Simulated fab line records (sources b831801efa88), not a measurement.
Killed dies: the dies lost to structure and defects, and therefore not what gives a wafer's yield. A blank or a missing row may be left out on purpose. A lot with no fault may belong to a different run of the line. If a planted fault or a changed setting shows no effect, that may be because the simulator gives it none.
Which tool did it? -- flow sky130 -- Sampling: 24 lots, 72 wafers, 6 of 708 route steps

WHAT THE GAUGES READ, wafer by wafer
SKY_FIELD_ISO_THK_MEAS_25.
lot,measured,on,FIELD_ISO_CVD_24_THK (nm)
L074,day 2 09:54,film metro-04,593 595 592
L075,day 2 13:48,film metro-02,589 603 591
L077,day 2 21:24,film metro-02,593 593 596
L076,day 2 21:25,film metro-04,593 591 588
L078,day 3 04:59,film metro-01,596 594 595
L079,day 3 11:45,film metro-02,595 583 587
L080,day 3 17:11,film metro-04,592 595 584
L081,day 3 21:38,film metro-01,583 588 587
L082,day 4 02:03,film metro-02,601 596 591
L083,day 4 07:16,film metro-02,596 594 600
L084,day 4 13:11,film metro-02,586 590 587
L085,day 4 17:22,film metro-02,579 591 586
L086,day 4 22:52,film metro-04,595 584 588
L087,day 5 01:45,film metro-01,584 585 586
L088,day 5 08:20,film metro-02,591 585 587
L089,day 5 15:47,film metro-04,595 594 595
L090,day 5 18:46,film metro-04,603 600 594
L091,day 6 00:19,film metro-04,591 596 586
L092,day 6 07:08,film metro-01,590 593 592
L093,day 6 09:55,film metro-02,593 587 583
L094,day 6 18:50,film metro-04,600 587 588
L095,day 7 03:11,film metro-02,596 589 594
L096,day 7 03:12,film metro-01,588 591 596
L097,day 7 14:35,film metro-01,590 591 599

SKY_VIA3_THK_MEAS_01.
lot,measured,on,VIA3_HDPCVD_THK (nm)
L074,day 38 18:07,film metro-03,1610 1642 1622
L075,day 39 09:34,film metro-01,1650 1641 1659
L077,day 39 06:25,film metro-01,1625 1624 1627
L076,day 39 04:15,film metro-03,1653 1643 1623
L078,day 39 10:26,film metro-01,1642 1651 1645
L079,day 40 03:34,film metro-03,1629 1644 1643
L080,day 40 11:08,film metro-03,1635 1647 1641
L081,day 40 13:32,film metro-01,1648 1647 1653
L082,day 40 18:26,film metro-03,1640 1660 1653
L083,day 40 21:29,film metro-03,1639 1638 1635
L084,day 41 05:06,film metro-01,1631 1635 1652
L085,day 41 11:45,film metro-01,1656 1655 1648
L086,day 41 20:19,film metro-01,1615 1629 1632
L087,day 41 22:22,film metro-03,1641 1665 1662
L088,day 42 02:52,film metro-04,1625 1643 1642
L089,day 42 18:44,film metro-01,1631 1610 1609
L090,day 42 21:21,film metro-01,1629 1616 1633
L091,day 43 05:32,film metro-03,1615 1611 1632
L092,day 43 11:42,film metro-01,1589 1601 1609
L093,day 43 16:58,film metro-01,1660 1684 1631
L094,day 44 07:52,film metro-01,1640 1638 1621
L095,day 44 23:38,film metro-03,1625 1624 1630
L096,day 45 00:17,film metro-03,1639 1616 1643
L097,day 44 23:56,film metro-03,1653 1680 1629

SKY_METAL4_OVL_MEAS_14.
lot,measured,on,METAL4_OVL (nm)
L074,day 41 20:28,overlay-02,11 13 12
L075,day 42 11:34,overlay-01,8 0 6
L077,day 42 09:09,overlay-01,-7 -9 -4
L076,day 42 07:25,overlay-02,6 6 6
L078,day 42 12:49,overlay-02,0 -2 -1
L079,day 43 04:40,overlay-01,1 1 2
L080,day 43 12:07,overlay-02,-1 -5 8
L081,day 43 13:27,overlay-01,1 2 3
L082,day 43 18:52,overlay-02,-4 2 6
L083,day 43 21:52,overlay-01,-1 0 -4
L084,day 44 04:16,overlay-02,-1 -2 1
L085,day 44 11:27,overlay-01,5 1 -1
L086,day 44 19:54,overlay-02,11 8 2
L087,day 44 21:31,overlay-01,9 4 7
L088,day 45 00:46,overlay-02,3 4 2
L089,day 45 16:15,overlay-01,-1 -2 1
L090,day 45 19:27,overlay-01,-5 -9 -8
L091,day 46 03:46,overlay-01,-1 1 0
L092,day 46 07:04,overlay-02,11 2 13
L093,day 46 11:49,overlay-01,-2 -5 -4
L094,day 47 02:18,overlay-02,4 2 -6
L095,day 47 16:36,overlay-01,7 8 1
L096,day 47 17:34,overlay-01,-6 0 -4
L097,day 47 17:13,overlay-01,6 6 5

EACH LOT AND THE TOOL THAT RAN IT (in order: tool; ch and the chambers of the sampled wafers; start)
lot,SKY_VT_ADJUST_LVTN_STRIP_20,SKY_METAL3_SPUTTER_03,SKY_VIA3_STRIP_16
L074,"plasma asher-01 ch 0,1, day 7 18:57","pvd sputter-02, day 36 12:47","plasma asher-02 ch 0,1, day 39 19:10"
L075,"plasma asher-02 ch 0,1, day 8 03:28","pvd sputter-04, day 37 05:48","plasma asher-04 ch 0,1, day 40 10:48"
L077,"plasma asher-01 ch 0,1, day 8 11:22","pvd sputter-02, day 37 01:37","plasma asher-04 ch 0,1, day 40 07:56"
L076,"plasma asher-02 ch 0,1, day 8 11:34","pvd sputter-02, day 37 01:20","plasma asher-01 ch 0,1, day 40 05:50"
L078,"plasma asher-01 ch 0,1, day 8 17:46","pvd sputter-02, day 37 06:29","plasma asher-04 ch 0,1, day 40 11:35"
L079,"plasma asher-03 ch 0,1, day 9 02:16","pvd sputter-02, day 38 00:27","plasma asher-02 ch 0,1, day 41 04:26"
L080,"plasma asher-02 ch 0,1, day 9 12:39","pvd sputter-02, day 38 08:32","plasma asher-02 ch 0,1, day 41 11:44"
L081,"plasma asher-01 ch 0, day 9 15:37","pvd sputter-02, day 38 10:50","plasma asher-04 ch 0,1, day 41 14:08"
L082,"plasma asher-03 ch 0,1, day 9 21:49","pvd sputter-03, day 38 15:51","plasma asher-02 ch 0, day 41 18:38"
L083,"plasma asher-01 ch 0,1, day 10 05:43","pvd sputter-03, day 38 19:46","plasma asher-02 ch 0, day 41 22:05"
L084,"plasma asher-03 ch 0,1, day 10 12:31","pvd sputter-02, day 39 02:09","plasma asher-04 ch 0,1, day 42 05:23"
L085,"plasma asher-03 ch 0,1, day 10 16:55","pvd sputter-04, day 39 08:48","plasma asher-01 ch 0,1, day 42 11:53"
L086,"plasma asher-02 ch 0,1, day 10 23:43","pvd sputter-04, day 39 18:13","plasma asher-04 ch 0,1, day 42 20:30"
L087,"plasma asher-02 ch 0,1, day 11 06:37","pvd sputter-04, day 39 20:52","plasma asher-04 ch 0,1, day 42 21:47"
L088,"plasma asher-02 ch 0,1, day 11 10:19","pvd sputter-02, day 40 01:28","plasma asher-01 ch 0,1, day 43 02:06"
L089,"plasma asher-02 ch 0,1, day 11 20:07","pvd sputter-04, day 40 16:45","plasma asher-02 ch 0,1, day 43 17:59"
L090,"plasma asher-03 ch 0,1, day 12 00:43","pvd sputter-02, day 40 19:03","plasma asher-02 ch 0,1, day 43 21:05"
L091,"plasma asher-02 ch 0,1, day 12 07:33","pvd sputter-04, day 41 05:08","plasma asher-04 ch 0,1, day 44 05:46"
L092,"plasma asher-03 ch 0,1, day 12 16:52","pvd sputter-04, day 41 11:45","plasma asher-04 ch 0,1, day 44 10:30"
L093,"plasma asher-01 ch 0,1, day 12 23:04","pvd sputter-02, day 41 16:44","plasma asher-04 ch 0,1, day 44 15:17"
L094,"plasma asher-01 ch 0,1, day 13 17:10","pvd sputter-02, day 42 08:32","plasma asher-04 ch 0,1, day 45 06:02"
L095,"plasma asher-02 ch 0,1, day 14 10:49","pvd sputter-02, day 43 00:34","plasma asher-01 ch 0,1, day 45 22:24"
L096,"plasma asher-02 ch 0,1, day 14 11:58","pvd sputter-03, day 43 02:06","plasma asher-01 ch 0,1, day 45 23:08"
L097,"plasma asher-02 ch 0,1, day 14 13:37","pvd sputter-03, day 43 01:14","plasma asher-02 ch 0,1, day 45 22:55"
- SKY_VT_ADJUST_LVTN_STRIP_20: strips in O2/N2.
- SKY_METAL3_SPUTTER_03: material Ti, target thk 5 nm, time 3.3 s.
- SKY_VIA3_STRIP_16: strips in O2/N2.

WHAT THE TOOLS THEMSELVES READ (means of the sampled wafers that have a number; where no wafer has one, the mark that the record gives instead)
SKY_VT_ADJUST_LVTN_STRIP_20.
lot,tool,chamber pressure mTorr (mTorr),drypump motor current A (A),oes product au (a.u.),strip time to endpoint s (s)
L074,plasma asher-01,1499.4,5.8,0.711,14.20
L075,plasma asher-02,1501.0,5.8,0.720,14.13
L077,plasma asher-01,1500.0,5.8,0.716,14.17
L076,plasma asher-02,1500.9,5.6,0.715,14.19
L078,plasma asher-01,1500.2,5.8,0.717,14.13
L079,plasma asher-03,1500.2,5.9,0.714,14.16
L080,plasma asher-02,1499.5,5.6,0.714,14.14
L081,plasma asher-01,1499.4,5.7,0.717,14.18
L082,plasma asher-03,1499.8,5.9,0.718,14.13
L083,plasma asher-01,1500.5,5.8,0.709,14.19
L084,plasma asher-03,1499.2,5.8,0.717,14.12
L085,plasma asher-03,1500.7,5.5,0.712,14.13
L086,plasma asher-02,1500.0,5.6,0.715,14.16
L087,plasma asher-02,1500.5,5.5,0.715,14.22
L088,plasma asher-02,1500.2,5.8,0.722,14.14
L089,plasma asher-02,1501.5,5.5,0.716,14.18
L090,plasma asher-03,1500.1,5.9,0.720,14.21
L091,plasma asher-02,1499.2,5.6,0.714,14.21
L092,plasma asher-03,1500.5,5.9,0.717,14.18
L093,plasma asher-01,1501.2,5.8,0.716,14.18
L094,plasma asher-01,1501.0,5.8,0.715,14.20
L095,plasma asher-02,1500.0,5.6,0.712,14.21
L096,plasma asher-02,1499.7,5.6,0.720,14.22
L097,plasma asher-02,1499.4,5.6,0.723,14.20

SKY_METAL3_SPUTTER_03.
lot,tool,throttle valve pct (%)
L074,pvd sputter-02,29.1
L075,pvd sputter-04,30.4
L077,pvd sputter-02,30.0
L076,pvd sputter-02,29.9
L078,pvd sputter-02,29.8
L079,pvd sputter-02,29.8
L080,pvd sputter-02,29.7
L081,pvd sputter-02,30.7
L082,pvd sputter-03,29.7
L083,pvd sputter-03,29.6
L084,pvd sputter-02,29.8
L085,pvd sputter-04,30.4
L086,pvd sputter-04,30.4
L087,pvd sputter-04,30.8
L088,pvd sputter-02,29.0
L089,pvd sputter-04,30.4
L090,pvd sputter-02,30.8
L091,pvd sputter-04,30.3
L092,pvd sputter-04,30.0
L093,pvd sputter-02,29.9
L094,pvd sputter-02,28.8
L095,pvd sputter-02,30.8
L096,pvd sputter-03,29.2
L097,pvd sputter-03,31.1

SKY_VIA3_STRIP_16.
lot,tool,chamber pressure mTorr (mTorr),drypump motor current A (A),oes product au (a.u.),strip time to endpoint s (s)
L074,plasma asher-02,1499.6,5.53,0.401,4.144
L075,plasma asher-04,1499.7,5.70,0.405,4.145
L077,plasma asher-04,1499.8,5.70,0.403,4.152
L076,plasma asher-01,1500.0,5.83,0.399,4.133
L078,plasma asher-04,1501.9,5.72,0.406,4.143
L079,plasma asher-02,1500.5,5.80,0.402,4.153
L080,plasma asher-02,1500.0,5.80,0.400,4.126
L081,plasma asher-04,1499.7,5.70,0.402,4.130
L082,plasma asher-02,1500.8,5.26,0.405,4.110
L083,plasma asher-02,1500.3,5.29,0.403,4.115
L084,plasma asher-04,1500.0,5.70,0.403,4.112
L085,plasma asher-01,1499.3,5.84,0.400,4.102
L086,plasma asher-04,1499.8,5.72,0.401,4.121
L087,plasma asher-04,1499.8,5.70,0.402,4.101
L088,plasma asher-01,1499.7,5.79,0.404,4.118
L089,plasma asher-02,1501.0,5.55,0.400,4.136
L090,plasma asher-02,1498.1,5.81,0.401,4.129
L091,plasma asher-04,1501.1,5.74,0.400,4.111
L092,plasma asher-04,1499.7,5.71,0.404,4.118
L093,plasma asher-04,1499.4,5.72,0.404,4.123
L094,plasma asher-04,1499.6,5.68,0.403,4.133
L095,plasma asher-01,1498.9,5.78,0.399,4.150
L096,plasma asher-01,1500.3,5.78,0.402,4.149
L097,plasma asher-02,1498.9,5.53,0.397,4.125

THE ANSWER, worked out from the rows above alone
Rule: what is usual is taken from the lots themselves. The widest of any qualifying gaps counts: lots, ordered by their means at a reading, are off when they make up no more than a third of the lots, leave a main group of 4 or more, and stand apart from it by 3 or more times the standard deviation of that group's means. A main group is skipped when, at the precision printed for the reading in the tables above, its means are all equal. A lot without any number at a reading at which 4 lots or more have one is off too. Where the step has rows for the other lots, those lots are counted as sound. The gauges are gone through in route order, then the tools' own readings, and for those a lot's mean is taken as printed above. The first step at which some lot is off is used, and at that step the reading that is off furthest; a lot without a number counts as furthest.
Nothing can be told from this: no lot is off at any reading shown.

WHAT THE SIMULATOR HAD INSERTED
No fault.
